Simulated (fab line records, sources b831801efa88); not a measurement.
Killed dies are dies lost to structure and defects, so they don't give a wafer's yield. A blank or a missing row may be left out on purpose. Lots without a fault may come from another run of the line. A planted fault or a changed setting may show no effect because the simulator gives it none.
fab line records | flow gf180mcu
record lots=14 wafers=42 last_day=34
route steps=602 shown HV_LDD@185 NSD@246 SAB@275 CONTACT@291
lots that met no fault: from a run of the same line without faults
start_h: hours from the record's first day to the start of the lot's first wafer shown | wait_h: hours since the lot's step before | " the same as in the row above | L1.1+2: a row that stands for several wafers | - no value, or no start given | * or withheld: withheld | < > ~ a bound
route shown NAME@n: a module of which the file shows steps, and the number in the route of the first | usual: mean/standard deviation of fault-free wafers | same: alike in all rows | chamber/n: place in a boat | sites: the reading at each site | _std_site: their standard deviation | _edge_site: outer sites' mean less inner sites' | radius_mm: how far each site lies from the wafer's centre | mask NAME#n: copy n | behind: the tool/chamber that last shaped the wafer | hold: why the lot was held/for how many hours/how that ended | device: the transistor (n, p or np) that didn't switch | end of line: the same wafers' tests at the end of the route | a step without rows: its recipe alone | killed: dies lost to structure and defects at the first sort, not the wafer's yield | map: a wafer's dies, x killed, . not, _ none there
set.NAME: the setting as run; set.NAME@STEP: as run at that earlier step | model.NAME: the simulator's own value behind a step, which no gauge read
steps of the route over a sample of lots; a table a step, a row a wafer
services: from which hour (start_h, from the record's first day; less than 0 if before it) a tool's chamber was out of use, for how many hours, and why
## steps
# step GF_HV_LDD_IMPLANT_09
# recipe species=As energy_kev=40 dose_cm2=1e+14 tilt_deg=7
# usual beam_energy_keV=39.999/0.012 beam_on_s=9.98/0.18 dose_ions_cm2=1.0002e+14/1.2e+11
# columns lot.wafer tool chamber start_h wait_h beam_energy_keV beam_on_s dose_ions_cm2
L664.1 implanter-02 0 221.70 0.0 40.011 10.04 9.979e+13
L664.4 " 0 " " 39.989 10.01 1.0004e+14
L664.5 " 0 " " 40.008 10.34 9.998e+13
L667.1 implanter-01 0 244.30 0.0 39.997 9.86 1.0025e+14
L667.5 " 0 " " 39.996 10.07 9.999e+13
L667.6 " 0 " " 40.000 9.91 9.996e+13
L668.2 implanter-01 0 253.93 0.0 39.995 10.39 1.0014e+14
L668.4 " 0 " " 40.000 9.99 9.992e+13
L668.5 " 0 " " 40.002 9.69 9.986e+13
L669.1 implanter-01 0 259.89 0.0 39.987 10.31 9.987e+13
L669.4 " 0 " " 40.013 10.14 1.0002e+14
L669.6 " 0 " " 39.992 10.21 9.972e+13
L671.1 implanter-01 0 268.89 0.0 40.006 9.74 1.0008e+14
L671.2 " 0 " " 40.020 9.92 9.989e+13
L671.6 " 0 " " 40.003 10.03 1.0002e+14
L670.3 implanter-02 0 270.24 0.1 39.999 10.06 1.0014e+14
L670.4 " 0 " " 40.009 10.07 1.002e+14
L670.5 " 0 " " 39.992 9.88 1.0015e+14
L672.2 implanter-02 0 279.66 0.0 40.015 9.80 1.0015e+14
L672.4 " 0 " " 39.992 9.97 9.993e+13
L672.5 " 0 " " 39.994 9.83 1.0019e+14
L675.2 implanter-04 0 301.26 0.0 40.016 9.96 1.0003e+14
L675.4 " 0 " " 40.004 9.88 1.0002e+14
L675.6 " 0 " " 39.994 10.31 1.0003e+14
L677.1 implanter-01 0 312.60 0.0 40.031 10.27 1.0008e+14
L677.2 " 0 " " 40.020 9.91 9.98e+13
L677.3 " 0 " " 40.001 9.95 9.985e+13
L678.3 implanter-04 0 316.54 0.1 39.995 9.62 1.0001e+14
L678.4 " 0 " " 40.004 10.35 1.0002e+14
L678.6 " 0 " " 40.000 9.93 1.0001e+14
L679.1 implanter-01 0 328.90 0.0 39.992 9.74 1.0016e+14
L679.3 " 0 " " 39.987 10.06 1.0001e+14
L679.5 " 0 " " 40.013 10.05 1.0007e+14
L684.1 implanter-04 0 364.05 0.0 39.987 10.05 9.998e+13
L684.3 " 0 " " 40.008 9.75 1.0031e+14
L684.5 " 0 " " 39.994 10.34 1e+14
L685.2 implanter-04 - 367.33 0.0 - - -
L685.3 " - " " - - -
L685.6 " - " " - - -
L686.3 implanter-02 - 378.15 0.1 - - -
L686.4 " - " " - - -
L686.6 " - " " - - -
# step GF_HV_LDD_TW_MEAS_11
# usual HV_LDD_TW=2395/22
# columns lot.wafer tool chamber start_h wait_h HV_LDD_TW
L664.1 film_metro-04 - 221.95 0.1 2406
L664.4 " - " " 2403
L664.5 " - " " 2410
L667.1 film_metro-02 - 244.55 0.1 2381
L667.5 " - " " 2370
L667.6 " - " " 2364
L668.2 film_metro-04 - 254.16 0.1 2391
L668.4 " - " " 2393
L668.5 " - " " 2397
L669.1 film_metro-01 - 260.14 0.1 2415
L669.4 " - " " 2423
L669.6 " - " " 2425
L671.1 film_metro-02 - 269.14 0.1 2382
L671.2 " - " " 2390
L671.6 " - " " 2389
L670.3 film_metro-02 - 270.46 0.1 2370
L670.4 " - " " 2371
L670.5 " - " " 2377
L672.2 film_metro-02 - 279.90 0.1 2384
L672.4 " - " " 2392
L672.5 " - " " 2394
L675.2 film_metro-04 - 301.50 0.1 2387
L675.4 " - " " 2402
L675.6 " - " " 2394
L677.1 film_metro-02 - 312.85 0.1 2356
L677.2 " - " " 2369
L677.3 " - " " 2373
L678.3 film_metro-01 - 316.76 0.1 2425
L678.4 " - " " 2417
L678.6 " - " " 2433
L679.1 film_metro-02 - 329.15 0.1 2371
L679.3 " - " " 2369
L679.5 " - " " 2363
L684.1 film_metro-02 - 364.30 0.1 2377
L684.3 " - " " 2387
L684.5 " - " " 2367
L685.2 film_metro-04 - 367.56 0.1 30
L685.3 " - " " 30
L685.6 " - " " 30
L686.3 film_metro-04 - 378.37 0.1 30
L686.4 " - " " 30
L686.6 " - " " 30
# step GF_HV_LDD_RS_MEAS_53
# recipe thk_meas_gauge=four-point-probe
# usual HV_LDD_RS=418.5/1
# columns lot.wafer tool chamber start_h wait_h HV_LDD_RS[ohm/sq]
L664.1 film_metro-02 - 278.73 0.1 419.2
L664.4 " - " " 419.0
L664.5 " - " " 417.9
L667.1 film_metro-02 - 304.48 0.1 419.1
L667.5 " - " " 419.4
L667.6 " - " " 419.9
L668.2 film_metro-01 - 315.64 0.1 417.1
L668.4 " - " " 416.8
L668.5 " - " " 417.5
L669.1 film_metro-02 - 321.53 0.1 419.7
L669.4 " - " " 419.6
L669.6 " - " " 419.8
L671.1 film_metro-02 - 330.54 0.1 417.2
L671.2 " - " " 416.7
L671.6 " - " " 416.9
L670.3 film_metro-04 - 333.41 0.1 418.5
L670.4 " - " " 419.0
L670.5 " - " " 418.6
L672.2 film_metro-02 - 342.45 0.1 417.7
L672.4 " - " " 417.5
L672.5 " - " " 417.9
L675.2 film_metro-04 - 366.85 0.1 419.3
L675.4 " - " " 419.2
L675.6 " - " " 419.6
L677.1 film_metro-02 - 379.04 0.1 419.9
L677.2 " - " " 419.4
L677.3 " - " " 420.2
L678.3 film_metro-04 - 383.32 0.1 417.4
L678.4 " - " " 418.7
L678.6 " - " " 418.2
L679.1 film_metro-04 - 396.04 0.1 417.1
L679.3 " - " " 416.7
L679.5 " - " " 417.2
L684.1 film_metro-02 - 438.74 0.1 418.8
L684.3 " - " " 418.9
L684.5 " - " " 418.8
L685.2 film_metro-01 - 439.90 0.1 883.0
L685.3 " - " " 881.6
L685.6 " - " " 882.0
L686.3 film_metro-02 - 449.58 0.1 881.1
L686.4 " - " " 882.8
L686.6 " - " " 884.7
# step GF_NSD_STRIP_11
# recipe chemistry=O2/N2 power_w=1400 pressure_mtorr=1500 platen_temp_c=250 o2_flow_sccm=3000 n2_flow_sccm=300 overash_fraction=0.5
# usual drypump_motor_current_A=5.6/0.52 heater_power_w=323/13 oes_product_au=0.487/0.0048 strip_time_to_endpoint_s=22.97/0.041
# columns lot.wafer tool chamber start_h wait_h drypump_motor_current_A heater_power_w oes_product_au rf_hours_counter_h strip_time_to_endpoint_s
L664.1 plasma_asher-04 0 301.90 0.1 6.1 335 0.486 51 22.87
L664.4 " 1 " " 4.8 318 0.477 - 22.85
L664.5 " 1 " " 4.8 315 0.487 - 22.87
L667.1 plasma_asher-04 1 327.24 0.1 4.8 311 0.485 53 23.01
L667.5 " 0 " " 6.2 328 0.484 - 23.01
L667.6 " 1 " " 4.8 312 0.487 - 22.99
L668.2 plasma_asher-02 1 339.30 0.1 5.9 306 0.488 24 22.99
L668.4 " 1 " " 5.9 307 0.494 - 22.98
L668.5 " 0 " " 5.2 325 0.485 - 22.98
L669.1 plasma_asher-04 0 345.80 0.1 6.1 335 0.494 55 22.99
L669.4 " 1 " " 4.8 317 0.495 - 22.99
L669.6 " 1 " " 4.8 317 0.486 - 22.98
L671.1 plasma_asher-04 1 354.25 0.1 4.8 316 0.488 56 22.99
L671.2 " 0 " " 6.2 336 0.484 56 22.96
L671.6 " 0 " " 6.1 340 0.489 - 22.99
L670.3 plasma_asher-04 0 358.72 0.1 6.1 328 0.488 - 22.95
L670.4 " 1 " " 4.8 315 0.482 - 22.97
L670.5 " 0 " " 6.2 336 0.483 - 22.99
L672.2 plasma_asher-02 1 368.13 0.1 5.9 307 0.487 27 22.99
L672.4 " 1 " " 6.0 308 0.486 - 23.02
L672.5 " 1 " " 6.0 311 0.491 - 23.02
L675.2 plasma_asher-04 1 393.19 0.1 4.8 312 0.479 60 23.01
L675.4 " 0 " " 6.1 333 0.489 - 22.98
L675.6 " 1 " " 4.8 314 0.481 - 22.99
L677.1 plasma_asher-03 1 406.55 0.1 5.5 319 0.485 79 23.00
L677.2 " 0 " " 5.9 347 0.494 79 23.05
L677.3 " 1 " " 5.5 321 0.484 - 23.03
L678.3 plasma_asher-02 1 409.61 0.1 5.9 306 0.483 - 23.07
L678.4 " 0 " " 5.2 325 0.484 - 23.02
L678.6 " 0 " " 5.2 327 0.482 - 23.04
L679.1 plasma_asher-02 0 423.04 0.1 5.2 334 0.485 32 22.99
L679.3 " 0 " " 5.2 328 0.491 - 22.99
L679.5 " 1 " " 5.9 307 0.483 - 22.99
L684.1 plasma_asher-02 0 465.48 0.1 5.2 325 0.483 37 22.95
L684.3 " 0 " " 5.2 326 0.473 - 22.96
L684.5 " 0 " " 5.2 334 0.485 - 22.96
# step GF_SAB_ETCH_11
# recipe chemistry=C4F8/O2/Ar mask_material=NOVOLAK target=SiO2 target_depth_nm=55 source_w=1500 bias_w=1200 pressure_mtorr=40 c4f8_flow_sccm=withheld O2_flow_sccm=6 Ar_flow_sccm=300 time_s=8.5
# usual oes_product_au=1.003/0.0099
# columns lot.wafer tool chamber start_h wait_h oes_product_au rf_hours_counter_h
L664.1 rie_diel-04 3 344.68 0.0 0.987 3
L664.4 " 1 " " 0.988 -
L664.5 " 3 " " 0.987 -
L667.1 rie_diel-02 3 371.63 0.0 0.996 111
L667.5 " 2 " " 0.991 -
L667.6 " 3 " " 0.996 -
L668.2 rie_diel-04 0 383.80 0.0 0.994 6
L668.4 " 3 " " 0.979 4
L668.5 " 0 " " 1.012 -
L669.1 rie_diel-01 0 391.99 0.0 1.003 31
L669.4 " 1 " " 1.007 7
L669.6 " 1 " " 1.004 -
L671.1 rie_diel-04 0 399.99 0.0 1.008 7
L671.2 " 1 " " 0.993 17
L671.6 " 2 " " 0.999 -
L670.3 rie_diel-01 0 404.55 0.0 1.016 32
L670.4 " 2 " " 0.999 1
L670.5 " 3 " " 1.000 -
L672.2 rie_diel-04 0 415.98 0.0 1.019 7
L672.4 " 1 " " 0.995 17
L672.5 " 0 " " 1.027 -
L675.2 rie_diel-01 0 441.63 0.0 1.014 32
L675.4 " 2 " " 1.000 1
L675.6 " 0 " " 1.009 -
L677.1 rie_diel-01 2 455.38 0.0 0.987 2
L677.2 " 1 " " 1.022 8
L677.3 " 3 " " 1.006 85
L678.3 rie_diel-01 1 458.60 0.0 1.013 8
L678.4 " 3 " " 0.993 85
L678.6 " 1 " " 1.009 -
L679.1 rie_diel-01 1 472.03 0.0 1.019 9
L679.3 " 0 " " 1.016 33
L679.5 " 3 " " 1.005 -
L684.1 rie_diel-01 0 513.83 0.0 1.023 34
L684.3 " 3 " " 1.002 86
L684.5 " 0 " " 1.016 -
# step GF_CONTACT_CMP_04
# recipe material=SiO2 down_force_psi=4 platen_rpm=60 pad_velocity_m_s=0.94248
# usual motor_current_A=12.4/0.88 retaining_ring_pressure_frac=1.000/0.005 time_to_endpoint_s=106/5.9
# columns lot.wafer tool chamber start_h wait_h motor_current_A retaining_ring_pressure_frac time_to_endpoint_s
L664.4 cmp-01 2 345.89 0.1 13.0 0.999 109
L664.1 " 0 " " 10.9 1.002 104
L664.5 " 1 " " 12.2 0.993 107
L667.1 cmp-02 3 373.10 0.3 12.0 0.998 112
L667.6 " 0 " " 12.5 1.003 114
L667.5 " 1 " " 13.9 0.998 114
L668.4 cmp-01 1 385.00 0.1 12.8 1.003 100
L668.2 " 2 " " 12.3 0.992 98
L668.5 " 0 " " 10.8 0.998 101
L669.1 cmp-02 0 393.11 0.1 13.0 0.997 114
L669.4 " 2 " " 12.8 1.006 116
L669.6 " 1 " " 13.9 0.994 119
L671.1 cmp-01 1 401.18 0.1 12.1 1.004 109
L671.2 " 3 " " 11.5 0.988 104
L671.6 " 1 " " 12.8 1.001 115
L670.4 cmp-01 2 405.72 0.1 12.8 1.012 106
L670.3 " 3 " " 11.8 1.010 106
L670.5 " 1 " " 12.2 1.001 115
L672.4 cmp-02 3 417.23 0.1 12.9 0.996 108
L672.2 " 0 " " 13.1 1.000 101
L672.5 " 1 " " 13.9 1.002 113
L675.4 cmp-02 2 442.79 0.0 12.9 0.998 107
L675.2 " 3 " " 12.5 0.993 95
L675.6 " 2 " " 12.3 1.006 101
L677.2 cmp-02 0 456.53 0.0 12.2 1.003 102
L677.3 " 1 " " 13.9 1.004 103
L677.1 " 2 " " 12.7 0.991 101
L678.4 cmp-02 2 459.73 0.0 12.3 1.004 116
L678.3 " 3 " " 11.7 0.999 106
L678.6 " 3 " " 12.4 1.006 109
L679.3 cmp-02 3 473.23 0.1 12.6 1.005 113
L679.1 " 0 " " 13.0 0.994 107
L679.5 " 2 " " 12.5 0.996 114
L684.3 cmp-01 2 515.02 0.1 12.9 1.002 97
L684.1 " 3 " " 11.5 1.003 104
L684.5 " 1 " " 12.5 0.993 111
## services
# columns tool chamber start_h hours kind
cmp-01 - 206.71 1.2 repair
rie_diel-01 1 217.34 9.5 repair
cmp-01 - 232.30 4.0 pm
plasma_asher-02 - 236.46 3.6 repair
cmp-02 - 247.02 2.4 repair
cmp-01 - 257.59 1.3 repair
plasma_asher-04 - 259.08 8.9 repair
cmp-02 - 259.46 4.8 repair
cmp-01 - 283.42 2.6 repair
rie_diel-01 3 293.86 4.4 repair
plasma_asher-02 - 301.96 2.8 pm
cmp-01 - 331.61 1.1 repair
plasma_asher-04 - 334.20 3.0 repair
rie_diel-01 - 338.09 2.8 pm
cmp-02 - 344.06 4.3 repair
implanter-01 - 344.42 115.7 pm
cmp-02 - 366.45 1.1 repair
cmp-02 - 379.52 5.8 pm
cmp-02 - 397.28 1.0 repair
cmp-02 - 404.00 4.0 pm
implanter-01 - 460.10 14.2 pm
rie_diel-01 0 479.66 5.9 repair
cmp-02 - 496.59 3.4 repair
rie_diel-01 2 498.16 5.9 repair
## key
first_sign step=GF_HV_LDD_IMPLANT_09 reading=tool_record direction=missing
effect step=GF_HV_LDD_TW_MEAS_11 reading=HV_LDD_TW direction=down sigmas=99+ usual=2395 struck=30
effect step=GF_HV_LDD_RS_MEAS_53 reading=HV_LDD_RS direction=up sigmas=99+ usual=418.5 struck=882.5
met_at GF_HV_LDD_IMPLANT_09
struck_lots L685,L686
later_rows_left_out L685.2,L685.3,L685.6,L686.3,L686.4,L686.6
sort_left_out L685.2,L685.3,L685.6,L686.3,L686.4,L686.6
tester_left_out L685,L686
not_acting_at GF_NSD_STRIP_11,GF_SAB_ETCH_11,GF_CONTACT_CMP_04
onset_between 364.05 367.33
fault kind=skipped_step_whole tool=implanter-02,implanter-04 chamber=- onset_h=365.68 steps=GF_HV_LDD_IMPLANT_09 scope=struck_lots_only
# tester_left_out: of these lots the tester's yield and bins aren't shown, on N5 and GAA mostly nor the transistor test; their killed dies are dies lost to structure and defects alone, not to doping, threshold or leakage, so they don't give the yield
# sort_left_out: the simulated sort isn't trusted on such a fault, so these wafers' sort isn't shown, and their yield isn't known
# later_rows_left_out: the simulator's readings of these wafers behind a module that went badly wrong aren't trusted and aren't shown, but for the sort
